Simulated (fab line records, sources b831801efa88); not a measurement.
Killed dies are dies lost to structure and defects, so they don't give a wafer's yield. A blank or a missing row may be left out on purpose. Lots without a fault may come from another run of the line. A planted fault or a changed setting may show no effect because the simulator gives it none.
Which tool did it? | flow gf180mcu | 13 lots, 39 wafers sampled, at 3 steps of a route of 602

WHAT THE GAUGES READ, wafer by wafer
GF_VT_IMPLANT_OVL_MEAS_18. Usual: VT_IMPLANT_01_OVL 0.1 nm, standard deviation 1.2.
lot  | measured     | on         | VT_IMPLANT_01_OVL (nm) | flag
L823 | day 6 06:17  | overlay-02 | 2.1 1.1 2.2            |
L824 | day 6 10:14  | overlay-01 | 1.0 1.1 -0.2           |
L826 | day 7 00:22  | overlay-01 | 1.6 1.4 1.9            |
L827 | day 7 07:49  | overlay-01 | 0.0 1.2 1.3            |
L830 | day 8 02:58  | overlay-02 | -0.9 -1.0 -1.1         |
L832 | day 8 14:17  | overlay-02 | -0.9 -1.2 -1.9         |
L834 | day 9 04:25  | overlay-01 | -0.3 0.8 1.6           |
L835 | day 9 10:46  | overlay-02 | -0.1 0.7 1.3           |
L836 | day 9 15:02  | overlay-01 | 0.2 -1.1 -0.2          |
L837 | day 9 22:35  | overlay-02 | -0.7 -1.7 -0.5         |
L842 | day 11 06:57 | overlay-02 | -1.2 -0.4 0.0          |
L843 | day 11 14:50 | overlay-01 | 0.9 1.5 0.0            |
L846 | day 12 14:28 | overlay-01 | -0.2 -0.2 0.1          |

GF_VT_IMPLANT_RS_MEAS_48: measures by four-point-probe. Usual: LVPWELL_RS 1197 ohm/sq, standard deviation 3.3.
lot  | measured     | on            | LVPWELL_RS (ohm/sq) | flag
L823 | day 7 14:32  | film_metro-03 | 1200 1200 1199      |
L824 | day 7 18:43  | film_metro-04 | 1196 1194 1199      |
L826 | day 8 09:35  | film_metro-01 | 1196 1193 1197      |
L827 | day 8 17:44  | film_metro-04 | 1192 1191 1192      |
L830 | day 9 13:55  | film_metro-03 | 1197 1198 1197      |
L832 | day 10 00:55 | film_metro-04 | 1197 1194 1197      |
L834 | day 10 17:00 | film_metro-03 | 1198 1195 1197      |
L835 | day 10 23:50 | film_metro-04 | 1196 1194 1195      |
L836 | day 11 03:35 | film_metro-01 | 1198 1201 1202      |
L837 | day 11 12:26 | film_metro-01 | 1200 1200 1201      |
L842 | day 12 21:15 | film_metro-04 | 1192 1195 1194      |
L843 | day 13 06:13 | film_metro-01 | 1202 1201 1196      |
L846 | day 14 07:37 | film_metro-01 | 1200 1201 1200      |

WHICH TOOL RAN EACH LOT (tool, then ch and the chambers of the sampled wafers, then the start)
lot  | GF_VT_IMPLANT_STRIP_20
L823 | plasma_asher-01 ch 0,1, day 6 06:28
L824 | plasma_asher-01 ch 0,1, day 6 10:25
L826 | plasma_asher-03 ch 1, day 7 00:32
L827 | plasma_asher-03 ch 0,1, day 7 08:00
L830 | plasma_asher-02 ch 0,1, day 8 03:08
L832 | plasma_asher-03 ch 0, day 8 14:28
L834 | plasma_asher-02 ch 0,1, day 9 04:36
L835 | plasma_asher-03 ch 0,1, day 9 10:59
L836 | plasma_asher-02 ch 0,1, day 9 15:14
L837 | plasma_asher-02 ch 0,1, day 9 22:48
L842 | plasma_asher-02 ch 0,1, day 11 07:08
L843 | plasma_asher-03 ch 0,1, day 11 15:01
L846 | plasma_asher-03 ch 0,1, day 12 14:39
- GF_VT_IMPLANT_STRIP_20: strips in O2/N2.

WHAT THE TOOLS THEMSELVES READ (means of the sampled wafers that have a number; where no wafer has one, the mark that the record gives instead)
GF_VT_IMPLANT_STRIP_20. Usual: drypump_motor_current_A 5.7 A, standard deviation 0.57; heater_power_w 301 W, standard deviation 18; oes_product_au 0.716 a.u., standard deviation 0.0046; strip_time_to_endpoint_s 12.62 s, standard deviation 0.038.
lot  | tool            | drypump_motor_current_A (A) | heater_power_w (W) | oes_product_au (a.u.) | strip_time_to_endpoint_s (s) | flag
L823 | plasma_asher-01 | 6.1                         | 319                | 0.712                 | 12.61                        |
L824 | plasma_asher-01 | 6.1                         | 320                | 0.719                 | 12.63                        |
L826 | plasma_asher-03 | 6.0                         | 299                | 0.718                 | 12.66                        |
L827 | plasma_asher-03 | 6.3                         | 285                | 0.716                 | 12.63                        |
L830 | plasma_asher-02 | 5.1                         | 295                | 0.715                 | 12.56                        |
L832 | plasma_asher-03 | 6.4                         | 277                | 0.719                 | 12.58                        |
L834 | plasma_asher-02 | 5.2                         | 300                | 0.716                 | 12.63                        |
L835 | plasma_asher-03 | 6.3                         | 286                | 0.718                 | 12.57                        |
L836 | plasma_asher-02 | 5.0                         | 308                | 0.719                 | 12.63                        |
L837 | plasma_asher-02 | 5.2                         | 298                | 0.716                 | 12.61                        |
L842 | plasma_asher-02 | 5.0                         | 307                | 0.711                 | 12.64                        |
L843 | plasma_asher-03 | 6.1                         | 297                | 0.715                 | 12.65                        |
L846 | plasma_asher-03 | 6.1                         | 294                | 0.715                 | 12.63                        |

THE ANSWER, worked out from the rows above alone
Rule: a lot is off if the mean of its wafers that have a number lies more than 3 standard deviations from the usual mean. A lot without any number at a reading at which 4 lots or more have one is off too. The other lots that the step has rows for count as sound. The gauges are gone through in route order, then the tools' own readings, and for those a lot's mean is taken as printed above. The first step at which some lot is off is used, and at that step the reading that is off furthest; a lot without a number counts as furthest.
No lot is off at any reading shown: from this, nothing can be told.

WHAT THE SIMULATOR HAD PUT IN
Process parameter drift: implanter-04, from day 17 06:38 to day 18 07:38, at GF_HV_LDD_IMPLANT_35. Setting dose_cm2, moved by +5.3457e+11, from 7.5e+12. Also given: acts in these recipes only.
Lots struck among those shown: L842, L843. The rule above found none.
